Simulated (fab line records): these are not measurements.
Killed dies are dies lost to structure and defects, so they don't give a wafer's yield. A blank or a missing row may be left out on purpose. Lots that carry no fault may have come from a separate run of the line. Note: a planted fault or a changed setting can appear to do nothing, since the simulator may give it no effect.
8D (eight disciplines) problem report, filled in by code ; flow sky130 ; the parts of the form that need people (team, actions taken, sign-off) are left out

1. WHAT IS WRONG
METAL2_ALCU_RS at SKY_METAL2_RS_MEAS_05 reads a mean of 0.1120 ohm/sq on 6 wafers of 2 lots; wafers without a fault read 0.1266 ohm/sq with a standard deviation of 0.0014. That is -10 standard deviations from the usual mean.
The step: measures by four-point-probe.
The first sign was on wafer L571.1 at day 42 18:28, on film_metro-01. At this step, 27 wafers from 9 lots have a number in the record. By rule, "out" or "out of limits" means more than 4 standard deviations away from the usual mean. All remaining wafers that have a number are taken as sound.

2. WHAT IT IS, WHAT IT ISN'T
question;is;is not
which readings at this step;METAL2_ALCU_RS;-
which lots;L571, L573;L557, L558, L559, L562, L565, L566, L570
which wafers of those lots;all that have a number;-
read on which gauges;film_metro-01, film_metro-03;film_metro-04
when;from day 42 18:28;up to then (21 sound wafers)

3. SUSPECTS, AND WHAT RULES EACH OUT
Counting: any tool at a process step up to the reading is kept as a suspect provided that every lot that is out went through it and no sound lot did after the first of them.
- ruled out: the gauge at SKY_METAL2_RS_MEAS_05. Those wafers that are out were read across 2 gauges (film_metro-01, film_metro-03).
- pvd_sputter-04 at SKY_METAL2_SPUTTER_02 (material AlCu, target thk 250 nm, time 13.3 s): kept. It ran every lot that is out, first L571 (day 42 18:22), and no sound lot after that; its last sound lot up to then is L565 (day 42 01:39). Its own readings are out on those wafers: chamber_pressure_pa, throttle_valve_pct.
Remaining after the count: pvd_sputter-04 at SKY_METAL2_SPUTTER_02.

4. THE CAUSE (what the simulator had put in)
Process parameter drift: pvd_sputter-04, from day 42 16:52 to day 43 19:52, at SKY_METAL2_SPUTTER_02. The setting chamber_pressure_pa was moved by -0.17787, starting from 0.4. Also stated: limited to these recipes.
Only this tool survived the counting.

5. SEQUENCE OF EFFECTS, ordered by route
Each row: a reading where the mean over the struck wafers with a number is more than 3 standard deviations away from the usual. Readings are gone through only where the record gives a usual standard deviation; hours: the median, over the lots, of the time from a lot's start at the first step in this table giving one to that lot's start at this step; sigmas: the change measured in usual standard deviations.
hours;step;reading;usual;on struck wafers;change;sigmas
0;SKY_METAL2_SPUTTER_02;chamber_pressure_pa;0.4000 Pa;0.2218;-0.1782;-99 or more
0;SKY_METAL2_SPUTTER_02;throttle_valve_pct;29.4 %;40.6;+11.2;+11
0;SKY_METAL2_RS_MEAS_05;METAL2_ALCU_RS;0.1266 ohm/sq;0.1120;-0.0146;-10
5;SKY_METAL2_THK_MEAS_06;METAL2_ALCU_THK;246.5 nm;269.5;+23.0;+7.9
The process steps in it:
- SKY_METAL2_SPUTTER_02: material AlCu, target thk 250 nm, time 13.3 s.

6. HOW IT WOULD HAVE BEEN CAUGHT EARLIER
In this record the first reading out of limits at a measuring or inspecting step was taken at day 42 18:28, 2 hours after the fault began at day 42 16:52.
Tool's own readings at SKY_METAL2_SPUTTER_02, chamber_pressure_pa, throttle_valve_pct: out on all struck wafers the step has rows for; an alarm limit on them would have tripped on the first.
Of the lots that are out (2), L573 began SKY_METAL2_SPUTTER_02 on pvd_sputter-04 after day 42 18:28. A hold on the tool at that time would have spared it.
